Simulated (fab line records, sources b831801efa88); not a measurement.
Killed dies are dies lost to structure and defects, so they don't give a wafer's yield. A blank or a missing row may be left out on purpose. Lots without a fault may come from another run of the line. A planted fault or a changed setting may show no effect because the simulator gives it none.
Which tool did it? | flow sky130 | 12 lots, 36 wafers sampled, at 5 steps of a route of 708

WHAT THE GAUGES READ, wafer by wafer
SKY_VT_ADJUST_LVTN_TW_MEAS_10. Usual: VT_ADJUST_LVTN_TW 242.0, standard deviation 1.3.
lot  | measured     | on            | VT_ADJUST_LVTN_TW                   | flag
L908 | day 6 21:25  | film_metro-04 | 244.3 244.3 245.0                   |
L909 | day 7 00:04  | film_metro-01 | 241.8 243.8 243.6                   |
L911 | day 7 10:51  | film_metro-02 | 242.5 240.2 241.2                   |
L913 | day 9 01:31  | film_metro-02 | 240.8 241.5 240.1                   |
L916 | day 9 04:16  | film_metro-02 | 241.4 241.0 242.1                   |
L914 | day 9 05:12  | film_metro-01 | 241.6 240.6 240.6                   |
L918 | day 9 13:21  | film_metro-02 | 243.1 242.0 240.9                   |
L917 | day 9 14:04  | film_metro-04 | 243.2 243.3 242.9                   |
L920 | day 10 02:54 | film_metro-01 | 240.6 239.5 240.9                   |
L921 | day 10 07:28 | film_metro-02 | 242.3 241.5 241.8                   |
L930 | day 13 05:42 | film_metro-04 | 271.9 271.7 272.4 271.6 271.5 272.1 | OFF
L931 | day 13 09:39 | film_metro-04 | 271.4 271.8 270.3 272.9 271.9 272.0 | OFF

SKY_POLY_CUT_CD_MEAS_08: target cd 270 nm. Usual: cd_nm 270.2 nm, standard deviation 1.3.
lot  | measured     | on        | cd_nm (nm)        | flag
L908 | day 23 23:08 | cd_sem-01 | 270.5 269.3 268.9 |
L909 | day 24 07:55 | cd_sem-01 | 270.7 269.4 269.8 |
L911 | day 24 22:43 | cd_sem-01 | 271.8 269.3 271.4 |
L913 | day 27 07:05 | cd_sem-02 | 271.4 270.7 271.9 |
L916 | day 27 11:23 | cd_sem-01 | 269.4 270.3 270.1 |
L914 | day 27 08:46 | cd_sem-01 | 271.0 270.1 270.0 |
L918 | day 27 18:58 | cd_sem-01 | 272.0 272.0 270.9 |
L917 | day 27 21:04 | cd_sem-01 | 269.7 271.4 270.2 |
L920 | day 28 13:31 | cd_sem-02 | 270.8 270.0 269.6 |
L921 | day 28 21:35 | cd_sem-01 | 269.4 266.9 267.6 |
L930 | day 32 06:10 | cd_sem-01 | 271.2 270.6 270.1 |
L931 | day 33 04:45 | cd_sem-02 | 271.3 272.4 271.7 |

SKY_POLY_CUT_OVL_MEAS_09. Usual: POLY_CUT_OVL -1 nm, standard deviation 5.6.
lot  | measured     | on         | POLY_CUT_OVL (nm) | flag
L908 | day 23 23:15 | overlay-02 | 4 5 3             |
L909 | day 24 08:00 | overlay-02 | -2 -2 2           |
L911 | day 24 22:50 | overlay-01 | -1 1 8            |
L913 | day 27 07:11 | overlay-02 | 3 1 6             |
L916 | day 27 11:29 | overlay-02 | -2 0 -3           |
L914 | day 27 08:53 | overlay-01 | -15 -12 -12       |
L918 | day 27 19:05 | overlay-02 | 4 2 -2            |
L917 | day 27 21:11 | overlay-01 | -10 -10 -12       |
L920 | day 28 13:38 | overlay-01 | -3 7 3            |
L921 | day 28 21:42 | overlay-02 | -1 7 8            |
L930 | day 32 06:17 | overlay-01 | 6 2 -4            |
L931 | day 33 04:52 | overlay-02 | -7 9 -10          |

WHICH TOOL RAN EACH LOT (tool, then ch and the chambers of the sampled wafers, then the start)
lot  | SKY_VT_ADJUST_LVTN_IMPLANT_08   | SKY_SPACER_ETCHBACK_02
L908 | implanter-03 ch 0, day 6 21:11  | rie_diel-03 ch 0,2,3, day 22 16:41
L909 | implanter-03 ch 0, day 6 23:51  | rie_diel-03 ch 0,1,3, day 23 01:21
L911 | implanter-01 ch 0, day 7 10:36  | rie_diel-01 ch 0,3, day 23 15:40
L913 | implanter-03 ch 0, day 9 01:16  | rie_diel-01 ch 0,3, day 26 02:13
L916 | implanter-03 ch 0, day 9 04:01  | rie_diel-02 ch 0,1, day 26 05:55
L914 | implanter-01 ch 0, day 9 04:57  | rie_diel-01 ch 1,2,3, day 26 03:25
L918 | implanter-03 ch 0, day 9 13:06  | rie_diel-02 ch 1,2,3, day 26 14:09
L917 | implanter-01 ch 0, day 9 13:49  | rie_diel-02 ch 0,1, day 26 16:24
L920 | implanter-02 ch 0, day 10 02:39 | rie_diel-01 ch 1,2, day 27 08:49
L921 | implanter-03 ch 0, day 10 07:13 | rie_diel-01 ch 0,1,2, day 27 17:52
L930 | implanter-01 ch 0, day 13 05:27 | rie_diel-01 ch 1,2, day 31 02:49
L931 | implanter-01 ch 0, day 13 09:24 | rie_diel-03 ch 0,1,3, day 32 02:23
- SKY_VT_ADJUST_LVTN_IMPLANT_08
- SKY_SPACER_ETCHBACK_02: etches Si3N4 in CH3F/O2, stops on SiO2, time 46.7 s, target depth 45 nm.

WHAT THE TOOLS THEMSELVES READ (means of the sampled wafers that have a number; where no wafer has one, the mark that the record gives instead)
SKY_VT_ADJUST_LVTN_IMPLANT_08. Usual: dose_ions_cm2 1.5703e+12, standard deviation 1.9e+09; faraday_current_uA 8.83, standard deviation 0.2.
lot  | tool         | dose_ions_cm2 | faraday_current_uA | flag
L908 | implanter-03 | 1.5689e+12    | 8.68               |
L909 | implanter-03 | 1.5717e+12    | 8.80               |
L911 | implanter-01 | 1.5716e+12    | 8.86               |
L913 | implanter-03 | 1.5700e+12    | 8.93               |
L916 | implanter-03 | 1.5696e+12    | 8.91               |
L914 | implanter-01 | 1.5688e+12    | 9.00               |
L918 | implanter-03 | 1.5700e+12    | 8.90               |
L917 | implanter-01 | 1.5713e+12    | 8.72               |
L920 | implanter-02 | 1.5737e+12    | 8.85               |
L921 | implanter-03 | 1.5684e+12    | 8.95               |
L930 | implanter-01 | 2.2801e+12    | 12.76              | OFF
L931 | implanter-01 | 2.2791e+12    | 12.88              | OFF

SKY_SPACER_ETCHBACK_02. Usual: ch3f_flow_sccm 40.02 sccm, standard deviation 0.12; drypump_motor_current_A 5.5 A, standard deviation 0.43; oes_product_au 0.855 a.u., standard deviation 0.0063; throttle_valve_pct 10.563 %, standard deviation 0.0097.
lot  | tool        | ch3f_flow_sccm (sccm) | drypump_motor_current_A (A) | oes_product_au (a.u.) | throttle_valve_pct (%) | flag
L908 | rie_diel-03 | 40.09                 | 5.8                         | 0.860                 | 10.575                 |
L909 | rie_diel-03 | 40.04                 | 5.5                         | 0.862                 | 10.559                 |
L911 | rie_diel-01 | 40.06                 | 5.2                         | 0.855                 | 10.569                 |
L913 | rie_diel-01 | 40.06                 | 5.3                         | 0.865                 | 10.566                 |
L916 | rie_diel-02 | 39.93                 | 5.6                         | 0.864                 | 10.567                 |
L914 | rie_diel-01 | 40.12                 | 5.5                         | 0.855                 | 10.564                 |
L918 | rie_diel-02 | 39.95                 | 5.5                         | 0.860                 | 10.561                 |
L917 | rie_diel-02 | 40.03                 | 5.5                         | 0.852                 | 10.568                 |
L920 | rie_diel-01 | 40.08                 | 5.8                         | 0.855                 | 10.575                 |
L921 | rie_diel-01 | 40.13                 | 5.6                         | 0.849                 | 10.559                 |
L930 | rie_diel-01 | 39.87                 | 5.8                         | 0.851                 | 10.562                 |
L931 | rie_diel-03 | 39.98                 | 5.5                         | 0.850                 | 10.566                 |

THE ANSWER, worked out from the rows above alone
Rule: a lot is off if the mean of its wafers that have a number lies more than 3 standard deviations from the usual mean. A lot without any number at a reading at which 4 lots or more have one is off too. The other lots that the step has rows for count as sound. The gauges are gone through in route order, then the tools' own readings, and for those a lot's mean is taken as printed above. The first step at which some lot is off is used, and at that step the reading that is off furthest; a lot without a number counts as furthest.
Off: L930, L931, at SKY_VT_ADJUST_LVTN_TW_MEAS_10 (VT_ADJUST_LVTN_TW).
A tool fits if, at a process step before that reading, it ran every lot that is off, and no sound lot after the first of them. The gauges at SKY_VT_ADJUST_LVTN_TW_MEAS_10 aren't tried: what is off there is off at SKY_VT_ADJUST_LVTN_IMPLANT_08 too, on other tools, and a gauge's error can't cause that. One fits: implanter-01 at SKY_VT_ADJUST_LVTN_IMPLANT_08. Its last sound lot is L917 (day 9 13:49), its first lot that is off L930 (day 13 05:27): a fault that began between those two fits.
The tool's own readings at SKY_VT_ADJUST_LVTN_IMPLANT_08 bear it out: on the lots that are off they differ by more than 5 times the standard deviation of the sound lots' means. dose_ions_cm2 reads 2.2796e+12 there against 1.5704e+12 on the sound lots; faraday_current_uA reads 12.82 there against 8.86 on the sound lots.

WHAT THE SIMULATOR HAD PUT IN
Process parameter drift: implanter-01, from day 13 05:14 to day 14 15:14, at SKY_VT_ADJUST_LVTN_IMPLANT_08. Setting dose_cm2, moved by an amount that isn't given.
Lots struck among those shown: L930, L931. The rule above found the same.
